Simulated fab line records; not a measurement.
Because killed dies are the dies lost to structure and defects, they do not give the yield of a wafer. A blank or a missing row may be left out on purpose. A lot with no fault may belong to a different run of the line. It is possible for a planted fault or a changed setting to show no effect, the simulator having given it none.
A sampling plan put to the test    flow gf180mcu    one line in one fab, 20 faults in these records, each fault weighed on the records of the lots it struck
What counts as the plan is the set of the line's own looks, namely the steps on the route at which a gauge or an inspection reads a wafer and does not change it. Where struck wafers have a number at a look and the file lists that look's usual mean and standard deviation on fault-free wafers, the look can be judged. Caught: a look later than the fault's first step finds the struck wafers' mean 4 or more of those standard deviations (sigma) from the usual mean. On the tool: the fault's steps, tested the same way using the tool's own readings. Another recipe on the struck wafers, or a record that is blank for them alone, also counts as caught.

## THE FAULTS, as the simulator had put them in
1. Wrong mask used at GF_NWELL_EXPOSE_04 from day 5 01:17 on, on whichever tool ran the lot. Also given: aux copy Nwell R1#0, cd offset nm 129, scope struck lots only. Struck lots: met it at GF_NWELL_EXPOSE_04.
2. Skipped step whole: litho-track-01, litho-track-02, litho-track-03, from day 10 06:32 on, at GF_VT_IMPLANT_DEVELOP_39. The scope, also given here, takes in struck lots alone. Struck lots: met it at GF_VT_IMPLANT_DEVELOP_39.
3. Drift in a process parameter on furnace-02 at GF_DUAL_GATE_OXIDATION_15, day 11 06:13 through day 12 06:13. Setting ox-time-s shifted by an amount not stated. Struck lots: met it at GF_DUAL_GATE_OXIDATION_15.
4. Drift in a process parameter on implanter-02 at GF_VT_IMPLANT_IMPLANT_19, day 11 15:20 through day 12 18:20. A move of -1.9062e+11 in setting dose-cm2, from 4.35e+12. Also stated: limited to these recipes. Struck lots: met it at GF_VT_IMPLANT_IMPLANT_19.
5. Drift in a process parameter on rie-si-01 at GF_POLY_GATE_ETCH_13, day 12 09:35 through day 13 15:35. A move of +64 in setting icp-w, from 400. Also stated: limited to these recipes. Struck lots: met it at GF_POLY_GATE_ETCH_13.
6. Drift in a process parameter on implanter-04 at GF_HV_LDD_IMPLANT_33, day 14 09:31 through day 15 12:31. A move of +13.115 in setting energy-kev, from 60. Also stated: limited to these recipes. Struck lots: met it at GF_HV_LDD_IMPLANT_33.
7. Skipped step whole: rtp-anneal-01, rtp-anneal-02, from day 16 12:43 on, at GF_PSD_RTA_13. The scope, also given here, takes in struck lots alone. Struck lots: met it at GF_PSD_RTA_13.
8. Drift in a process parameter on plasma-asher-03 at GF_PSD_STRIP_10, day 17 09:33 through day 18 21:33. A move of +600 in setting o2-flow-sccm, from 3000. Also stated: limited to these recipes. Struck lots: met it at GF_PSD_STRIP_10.
9. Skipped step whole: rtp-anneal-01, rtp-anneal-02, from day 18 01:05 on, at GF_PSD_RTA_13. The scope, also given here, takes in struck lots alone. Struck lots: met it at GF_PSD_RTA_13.
10. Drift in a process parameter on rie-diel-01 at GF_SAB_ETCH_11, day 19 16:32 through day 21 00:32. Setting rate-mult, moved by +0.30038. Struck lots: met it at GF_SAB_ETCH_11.
11. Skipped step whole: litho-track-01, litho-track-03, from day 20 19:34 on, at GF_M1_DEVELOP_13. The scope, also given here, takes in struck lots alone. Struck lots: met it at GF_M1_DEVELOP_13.
12. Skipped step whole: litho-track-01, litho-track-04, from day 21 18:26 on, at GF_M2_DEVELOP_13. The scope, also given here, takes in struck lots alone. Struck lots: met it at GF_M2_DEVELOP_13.
13. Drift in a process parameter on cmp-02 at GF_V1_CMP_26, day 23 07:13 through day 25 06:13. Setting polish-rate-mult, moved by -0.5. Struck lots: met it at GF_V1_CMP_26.
14. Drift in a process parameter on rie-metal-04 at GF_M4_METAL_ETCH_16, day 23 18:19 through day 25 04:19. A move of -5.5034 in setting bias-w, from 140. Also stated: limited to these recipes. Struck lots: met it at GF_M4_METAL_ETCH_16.
15. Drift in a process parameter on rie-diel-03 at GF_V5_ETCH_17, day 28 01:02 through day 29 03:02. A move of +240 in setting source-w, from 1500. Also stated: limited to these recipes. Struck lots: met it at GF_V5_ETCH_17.
16. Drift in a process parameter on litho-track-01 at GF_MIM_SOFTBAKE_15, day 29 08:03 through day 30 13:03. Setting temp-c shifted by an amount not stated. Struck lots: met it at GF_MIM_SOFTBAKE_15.
17. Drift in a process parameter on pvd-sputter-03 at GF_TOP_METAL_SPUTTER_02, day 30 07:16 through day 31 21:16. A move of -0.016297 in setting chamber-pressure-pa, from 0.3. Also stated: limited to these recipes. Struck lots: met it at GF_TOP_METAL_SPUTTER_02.
18. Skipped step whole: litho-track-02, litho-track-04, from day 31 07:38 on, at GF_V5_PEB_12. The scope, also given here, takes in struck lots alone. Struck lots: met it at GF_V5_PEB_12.
19. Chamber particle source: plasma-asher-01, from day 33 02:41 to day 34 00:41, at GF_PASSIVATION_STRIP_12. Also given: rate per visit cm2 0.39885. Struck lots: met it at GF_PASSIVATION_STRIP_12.
20. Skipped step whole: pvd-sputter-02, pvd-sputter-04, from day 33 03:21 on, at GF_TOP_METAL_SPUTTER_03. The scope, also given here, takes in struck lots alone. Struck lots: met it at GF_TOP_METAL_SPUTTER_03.

## WHAT THE PLAN SAW
fault  on the tool itself                                first look that catches it                       reading, sigma  median hours from its first step to that look  hours from the fault's start to the first struck lot there  judged looks passed uncaught
1      no reading that can be judged                     not the one look that can be judged after it     -               -                                              -                                                           1
2      the tool's record is blank for the struck wafers  no look after it can be judged                   -               -                                              -                                                           0
3      under 2 sigma                                     not the one look that can be judged after it     -               -                                              -                                                           1
4      dose-ions-cm2 -39 sigma                           no look after it can be judged                   -               -                                              -                                                           0
5      rf-fwd-power-W +52 sigma                          not the one look that can be judged after it     -               -                                              -                                                           1
6      beam-energy-keV +99 or beyond sigma               GF_HV_LDD_RS_MEAS_53                             HV_LDD_RS -15   21.4                                           23                                                          0
7      the tool's record is blank for the struck wafers  no look after it can be judged                   -               -                                              -                                                           0
8      o2-flow-sccm +70 sigma                            none of the 2 looks that can be judged after it  -               -                                              -                                                           2
9      the tool's record is blank for the struck wafers  no look after it can be judged                   -               -                                              -                                                           0
10     oes-product-au +24 sigma                          not the one look that can be judged after it     -               -                                              -                                                           1
11     the tool's record is blank for the struck wafers  no look after it can be judged                   -               -                                              -                                                           0
12     the tool's record is blank for the struck wafers  no look after it can be judged                   -               -                                              -                                                           0
13     overpolish-run-s -99 or beyond sigma              no look after it can be judged                   -               -                                              -                                                           0
14     bias-w -14 sigma                                  no look after it can be judged                   -               -                                              -                                                           0
15     rf-fwd-power-W +55 sigma                          no look after it can be judged                   -               -                                              -                                                           0
16     heater-power-total-W -14 sigma                    no look after it can be judged                   -               -                                              -                                                           0
17     chamber-pressure-pa -25 sigma                     none of the 2 looks that can be judged after it  -               -                                              -                                                           2
18     the tool's record is blank for the struck wafers  no look after it can be judged                   -               -                                              -                                                           0
19     under 2 sigma                                     not the one look that can be judged after it     -               -                                              -                                                           1
20     the tool's record is blank for the struck wafers  no look after it can be judged                   -               -                                              -                                                           0
Dash: fault not caught, or number not given in these records.

Caught at a look: 1 of 20. Caught on the tool: 17 of 20. By one or the other: 17 of 20.
Faults caught by the tool alone: 2, 4, 5, 7, 8, 9, 10, 11, 12, 13, 14, 15, 16, 17, 18, 20.
Caught by neither: faults 1, 3, 19.

## THINNER SAMPLING
Were the look that catches a fault to measure just every second or every third lot (counted by lot number), the first struck lot would, at worst, be measured this late:
fault  struck lots at that look, in order of time  every lot  every second lot  every third lot
6      L162, L163                                  23 h       35 h              may miss all 2
Hours are from the fault's start to the first struck lot that is measured. The test against the limit of 4 sigma pooled every struck wafer, which means one lot taken alone may stay below that limit. Other struck lots may not be in these records.

## THE LONGEST TIMED WAY FROM STEP TO LOOK
Fault 6: median gap of 21.4 hours between GF_HV_LDD_IMPLANT_33 and GF_HV_LDD_RS_MEAS_53. No look between them can be judged.
